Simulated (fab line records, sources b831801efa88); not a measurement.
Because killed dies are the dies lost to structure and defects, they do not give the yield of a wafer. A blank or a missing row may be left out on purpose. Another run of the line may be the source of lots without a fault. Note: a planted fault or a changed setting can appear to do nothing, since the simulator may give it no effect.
Matching of chambers :: flow gf180mcu :: 3 sister chambers for GF_V3_CVD_02 on pecvd-01
The step deposits SiO2 from TEOS, target thk 850 nm, time 94.851 s. 6 wafers are shown with their chamber, then 12 later ones without.

== WAFERS, EACH WITH ITS CHAMBER ==
wafer: L088.4
chamber: 1
heaterPowerW (W): 564

wafer: L088.5
chamber: 2
heaterPowerW (W): 620

wafer: L088.6
chamber: 0
heaterPowerW (W): 649

wafer: L091.1
chamber: 1
heaterPowerW (W): 548

wafer: L091.2
chamber: 2
heaterPowerW (W): 651

wafer: L091.3
chamber: 0
heaterPowerW (W): 657

== WAFERS WITH NO CHAMBER GIVEN ==
wafer: L094.2
heaterPowerW (W): 636

wafer: L094.4
heaterPowerW (W): 657

wafer: L094.5
heaterPowerW (W): 687

wafer: L097.1
heaterPowerW (W): 486

wafer: L097.3
heaterPowerW (W): 647

wafer: L097.4
heaterPowerW (W): 653

wafer: L096.1
heaterPowerW (W): 654

wafer: L096.2
heaterPowerW (W): 556

wafer: L096.3
heaterPowerW (W): 652

wafer: L096.4
heaterPowerW (W): 439

wafer: L096.5
heaterPowerW (W): 518

wafer: L096.6
heaterPowerW (W): 679

== THE CHAMBER EACH PASSED THROUGH ==
wafer: L094.2
from the rows above: can't be placed: 2 or 0
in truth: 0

wafer: L094.4
from the rows above: can't be placed: 0 or 2
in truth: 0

wafer: L094.5
from the rows above: can't be placed: 0 or 2
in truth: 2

wafer: L097.1
from the rows above: 1
in truth: 1

wafer: L097.3
from the rows above: can't be placed: 0 or 2
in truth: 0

wafer: L097.4
from the rows above: can't be placed: 0 or 2
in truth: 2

wafer: L096.1
from the rows above: can't be placed: 0 or 2
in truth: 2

wafer: L096.2
from the rows above: 1
in truth: 1

wafer: L096.3
from the rows above: can't be placed: 0 or 2
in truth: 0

wafer: L096.4
from the rows above: 1
in truth: 1

wafer: L096.5
from the rows above: 1
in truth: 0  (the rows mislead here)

wafer: L096.6
from the rows above: can't be placed: 0 or 2
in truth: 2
Correctly placed: 3 of 12. Unplaceable from these rows: 8, with the true chamber sitting among the candidates in 8. Wrongly placed: 1.
How it was worked out, from the rows above alone: a wafer's distance from a chamber is the root of the sum, over the readings, of the square of ((its reading less the chamber's mean) divided by the reading's scatter). The wafer belongs to the nearest chamber; if the next one is less than 2 further off, it can't be placed. Each chamber's mean is taken over the wafers shown for it. The scatter is the square root of a quotient: the sum, over the shown wafers, of each reading's squared deviation from its chamber's mean, divided by wafers minus chambers.
